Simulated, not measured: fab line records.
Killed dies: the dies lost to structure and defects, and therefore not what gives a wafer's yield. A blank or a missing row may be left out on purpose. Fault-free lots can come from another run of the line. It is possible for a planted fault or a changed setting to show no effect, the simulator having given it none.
Which of the tools did it? + flow sky130 + 33 wafers from 11 lots sampled at 3 of the route's 708 steps

## WHAT THE GAUGES READ, wafer by wafer
SKY_SD_N_RS_MEAS_16: measurement is done with a four-point probe.
| lot  | measured     | on           | SD_N_RS (ohm/sq)  |
|------|--------------|--------------|-------------------|
| L493 | day 27 09:14 | filmMetro-03 | 68.59 68.75 68.60 |
| L494 | day 27 15:26 | filmMetro-03 | 68.73 68.71 68.67 |
| L495 | day 28 11:01 | filmMetro-01 | 68.35 68.27 68.50 |
| L496 | day 29 03:04 | filmMetro-02 | 68.56 68.67 68.46 |
| L497 | day 29 12:35 | filmMetro-02 | 68.41 68.31 68.40 |
| L499 | day 30 04:20 | filmMetro-03 | 68.71 68.38 68.77 |
| L502 | day 30 22:59 | filmMetro-02 | 68.58 68.41 68.64 |
| L506 | day 32 04:29 | filmMetro-02 | 68.56 68.28 68.54 |
| L507 | day 32 05:43 | filmMetro-03 | 74.85 74.93 74.73 |
| L509 | day 33 07:08 | filmMetro-03 | 74.90 74.87 74.72 |
| L510 | day 33 08:02 | filmMetro-01 | 68.64 68.70 68.76 |

## TOOL THAT RAN EACH LOT (tool first, then ch and the chambers of the sampled wafers, then the start)
| lot  | SKY_POLY_CUT_STRIP_12               | SKY_SD_N_RTA_14                 |
|------|-------------------------------------|---------------------------------|
| L493 | plasmaAsher-03 ch 0,1, day 23 16:10 | rtpAnneal-02 ch 0, day 27 09:03 |
| L494 | plasmaAsher-03 ch 0,1, day 23 22:50 | rtpAnneal-02 ch 0, day 27 15:16 |
| L495 | plasmaAsher-03 ch 0, day 24 17:35   | rtpAnneal-01 ch 0, day 28 10:51 |
| L496 | plasmaAsher-04 ch 1, day 25 11:50   | rtpAnneal-02 ch 0, day 29 02:52 |
| L497 | plasmaAsher-03 ch 0,1, day 25 21:23 | rtpAnneal-01 ch 0, day 29 12:25 |
| L499 | plasmaAsher-04 ch 0,1, day 26 14:07 | rtpAnneal-01 ch 0, day 30 04:09 |
| L502 | plasmaAsher-01 ch 0,1, day 27 11:22 | rtpAnneal-02 ch 0, day 30 22:47 |
| L506 | plasmaAsher-03 ch 0, day 28 19:11   | rtpAnneal-02 ch 0, day 32 04:19 |
| L507 | plasmaAsher-04 ch 0,1, day 28 20:26 | rtpAnneal-01 ch 0, day 32 05:32 |
| L509 | plasmaAsher-03 ch 0,1, day 29 23:22 | rtpAnneal-01 ch 0, day 33 06:56 |
| L510 | plasmaAsher-03 ch 0,1, day 30 01:16 | rtpAnneal-02 ch 0, day 33 07:50 |
- SKY_POLY_CUT_STRIP_12: strips in O2/N2.
- SKY_SD_N_RTA_14: time 2 s.

## THE ANSWER, worked out from the rows above alone
Rule: what is usual is taken from the lots themselves. The widest of any qualifying gaps counts: lots, ordered by their means at a reading, are off when they make up no more than a third of the lots, leave a main group of 4 or more, and stand apart from it by 3 or more times the standard deviation of that group's means. Not used: any main group whose means are identical at the precision the tables above print for the reading. A lot without any number at a reading at which 4 lots or more have one is off too. The other lots that the step has rows for count as sound.
Off: at SKY_SD_N_RS_MEAS_16 (SD_N_RS), L507, L509. Mean 68.55 ohm/sq and standard deviation 0.12 in the main group.
A tool fits if, at a process step before that reading, it ran every lot that is off, and no sound lot after the first of them. Gauges at SKY_SD_N_RS_MEAS_16: tried the same way as those tools. 2 tools fit, rtpAnneal-01 at SKY_SD_N_RTA_14 and filmMetro-03 at SKY_SD_N_RS_MEAS_16, so this cannot tell which one it is.

## WHAT THE SIMULATOR PUT IN
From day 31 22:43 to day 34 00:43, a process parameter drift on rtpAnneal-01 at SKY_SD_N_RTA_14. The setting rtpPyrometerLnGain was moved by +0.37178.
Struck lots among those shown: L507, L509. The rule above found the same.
